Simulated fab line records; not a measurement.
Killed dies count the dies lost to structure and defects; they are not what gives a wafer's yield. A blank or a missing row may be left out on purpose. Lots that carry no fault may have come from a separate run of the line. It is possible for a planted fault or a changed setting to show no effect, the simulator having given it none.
Problem report in the 8D (eight disciplines) form, filled by code + flow sfqLine + the parts of the form that need people (team, actions taken, sign-off) are left out

## 1. WHAT IS WRONG
Wafers with no fault read 213 s with a standard deviation of 8.9, whereas timeToEndpointS at SFQ_TRILAYER_I1_CMP_CMP_046 reads a mean of 277 s on 1 wafer of 1 lot. That puts it +7.2 standard deviations away from the usual mean.
The step: polishes SiO2.
First seen on wafer L744.4, day 19 17:52, on cmp-01. The record holds 39 wafers of 13 lots with a number at this step. By rule, "out" or "out of limits" means more than 4 standard deviations away from the usual mean. All remaining wafers that have a number are taken as sound.

## 2. WHAT IT IS; WHAT IT IS NOT
| question                    | is                | is not                                                                                                         |
|-----------------------------|-------------------|----------------------------------------------------------------------------------------------------------------|
| which readings at this step | timeToEndpointS   | edgeZonePressureFrac, motorCurrentA                                                                            |
| which lots                  | L744              | L733, L734, L736, L737, L741, L748, L750, L751, L753, L754, L755, L756                                         |
| which wafers of those lots  | L744.4            | L744.2, L744.6                                                                                                 |
| read on which tools         | cmp-01            | cmp-02                                                                                                         |
| when                        | from day 19 17:52 | up to then (16 sound wafers); but 22 sound wafers of L744, L748, L750, L751, L753, L754, L755, L756 came after |

## 3. WHAT RULES OUT EACH SUSPECT
Counting: if a tool at a process step up to the reading ran every lot that is out, it stays a suspect. Sound lots after the first of them don't rule it out here, since some wafers of a struck lot are sound.
- cmp-01 at SFQ_TRILAYER_I1_CMP_CMP_046 (polishes SiO2): kept. It processed L744, the lot that is out, at day 19 17:52, and its most recent sound lot before then was L741 at day 19 07:44. Its own readings are out on those wafers: timeToEndpointS.
- At SFQ_TRILAYER_I1_CMP_CMP_046 on cmp-01, chamber 0 took the sound wafers of the same lots and chamber 1 took the wafers that are out.
The count leaves cmp-01 at SFQ_TRILAYER_I1_CMP_CMP_046.

## 4. THE CAUSE (what the simulator had put in)
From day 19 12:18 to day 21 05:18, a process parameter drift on cmp-01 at SFQ_TRILAYER_I1_CMP_CMP_046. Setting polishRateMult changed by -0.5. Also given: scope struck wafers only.
This tool alone remained once counting was done.

## 5. THE CHAIN OF EFFECTS, in route order
Rows list readings where the struck wafers' mean (over those with a number) sits beyond 3 standard deviations from the usual. Readings are gone through only where the record gives a usual standard deviation; hours: the median, over the lots, of the time from a lot's start at the first step in this table giving one to that lot's start at this step; sigmas: the change measured in usual standard deviations.
| hours | step                                  | reading         | usual      | on struck wafers | change | sigmas |
|-------|---------------------------------------|-----------------|------------|------------------|--------|--------|
| 0     | SFQ_TRILAYER_I1_CMP_CMP_046           | timeToEndpointS | 213 s      | 277              | +64    | +7.2   |
| 7     | SFQ_TRILAYER_I1_METRO_MEASURE_047     | thkNm           | 199.7 nm   | 304.9            | +105.2 | +96    |
| 147   | SFQ_TRILAYER_I1_VIA_ETCH_VIA_ETCH_052 | oesProductAu    | 0.854 a.u. | 1.005            | +0.151 | +26    |
Its process steps:
- SFQ_TRILAYER_I1_CMP_CMP_046: polishes SiO2.
- SFQ_TRILAYER_I1_METRO_MEASURE_047
- SFQ_TRILAYER_I1_VIA_ETCH_VIA_ETCH_052: etches SiO2 in CHF3, stops on Nb, target depth 260 nm.
Later steps that measure or inspect, where all struck wafers having a row at the step show a number for every such reading and not one has moved that far: SFQ_I1_BOW_MEAS_912, SFQ_M2_OVL_MEAS_916.

## 6. HOW IT WOULD HAVE BEEN CAUGHT EARLIER
In this record the first reading out of limits was taken at day 19 17:52, 6 hours after the fault began at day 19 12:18.
